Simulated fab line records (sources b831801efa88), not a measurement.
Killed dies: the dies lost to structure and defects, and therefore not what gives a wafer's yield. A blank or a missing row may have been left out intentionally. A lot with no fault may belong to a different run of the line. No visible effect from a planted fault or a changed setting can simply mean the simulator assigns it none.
The tool behind it: which one? ; flow gf180mcu ; 11 lots with 33 wafers sampled at 4 steps, on a route of 602 steps

WHAT THE GAUGES SHOWED, per wafer
GF_MIM_RS_MEAS_10: measures by four-point-probe.
lot;measured;on;MIM_ALCU_RS (ohm/sq)
L433;day 24 11:52;film_metro-02;0.1639 0.1647 0.1642
L438;day 26 01:35;film_metro-03;0.1182 0.1194 0.1190
L439;day 26 09:58;film_metro-01;0.1186 0.1191 0.1186
L440;day 26 17:02;film_metro-02;0.1193 0.1189 0.1191
L449;day 29 22:11;film_metro-01;0.1600 0.1602 0.1599
L451;day 30 01:34;film_metro-01;0.1602 0.1629 0.1621
L452;day 30 09:14;film_metro-01;0.1631 0.1618 0.1619
L453;day 30 18:56;film_metro-03;0.1600 0.1613 0.1609
L454;day 30 22:46;film_metro-03;0.1602 0.1600 0.1605
L455;day 31 05:49;film_metro-03;0.1622 0.1618 0.1619
L456;day 31 14:28;film_metro-03;0.1620 0.1598 0.1631

WHICH TOOL RAN EACH LOT (tool, then ch and the chambers of the sampled wafers, then the start)
lot;GF_M3_SPUTTER_02;GF_V3_ETCH_16;GF_MIM_SPUTTER_08
L433;pvd_sputter-03, day 20 08:33;rie_diel-04 ch 0,2,3, day 22 09:21;pvd_sputter-01, day 24 11:49
L438;pvd_sputter-03, day 22 03:44;rie_diel-03 ch 1,2, day 24 03:16;pvd_sputter-02, day 26 01:30
L439;pvd_sputter-02, day 22 12:06;rie_diel-04 ch 0,1,3, day 24 11:45;pvd_sputter-02, day 26 09:51
L440;pvd_sputter-01, day 22 16:56;rie_diel-02 ch 0,1, day 24 15:22;pvd_sputter-02, day 26 16:55
L449;pvd_sputter-01, day 26 08:17;rie_diel-03 ch 0,1,2, day 28 02:42;pvd_sputter-02, day 29 22:04
L451;pvd_sputter-03, day 26 13:29;rie_diel-03 ch 1,2,3, day 28 06:46;pvd_sputter-02, day 30 01:31
L452;pvd_sputter-01, day 26 22:35;rie_diel-03 ch 1,2,3, day 28 14:58;pvd_sputter-01, day 30 09:10
L453;pvd_sputter-03, day 27 08:04;rie_diel-02 ch 0,3, day 29 00:25;pvd_sputter-01, day 30 18:53
L454;pvd_sputter-03, day 27 15:40;rie_diel-02 ch 0,3, day 29 07:06;pvd_sputter-02, day 30 22:42
L455;pvd_sputter-03, day 27 21:41;rie_diel-03 ch 0,1,3, day 29 13:42;pvd_sputter-02, day 31 05:44
L456;pvd_sputter-02, day 28 05:40;rie_diel-02 ch 0,1,2, day 29 21:52;pvd_sputter-03, day 31 14:25
- GF_M3_SPUTTER_02: material AlCu, target thk 450 nm, time 23.9 s.
- GF_V3_ETCH_16: etches BARC in N2/H2.
- GF_MIM_SPUTTER_08: material AlCu, target thk 200 nm, time 10.6 s.

THE ANSWER, worked out from the rows above alone
Rule: what is usual is taken from the lots themselves. Put in order of their means at a reading, lots are off if they are a third of the lots or fewer, leave a main group of 4 or more, and stand apart from it by a gap of 3 or more times the standard deviation of the main group's means; of several such gaps the widest counts. If all means in a main group match to the digits the tables above print for the reading, that group is not used. A lot without any number at a reading at which 4 lots or more have one is off too. Where the step has rows for the other lots, those lots are counted as sound.
Off: L438, L439, L440, seen at GF_MIM_RS_MEAS_10 (MIM_ALCU_RS). The main group has a mean of 0.1616 ohm/sq with a standard deviation of 0.0013.
If a tool, at a process step before that reading, ran all the lots that are off and no sound lot after the first of them, it fits. Gauges at GF_MIM_RS_MEAS_10: tried the same way as those tools. Not one of the candidates tried fits.

WHAT THE SIMULATOR HAD INSERTED
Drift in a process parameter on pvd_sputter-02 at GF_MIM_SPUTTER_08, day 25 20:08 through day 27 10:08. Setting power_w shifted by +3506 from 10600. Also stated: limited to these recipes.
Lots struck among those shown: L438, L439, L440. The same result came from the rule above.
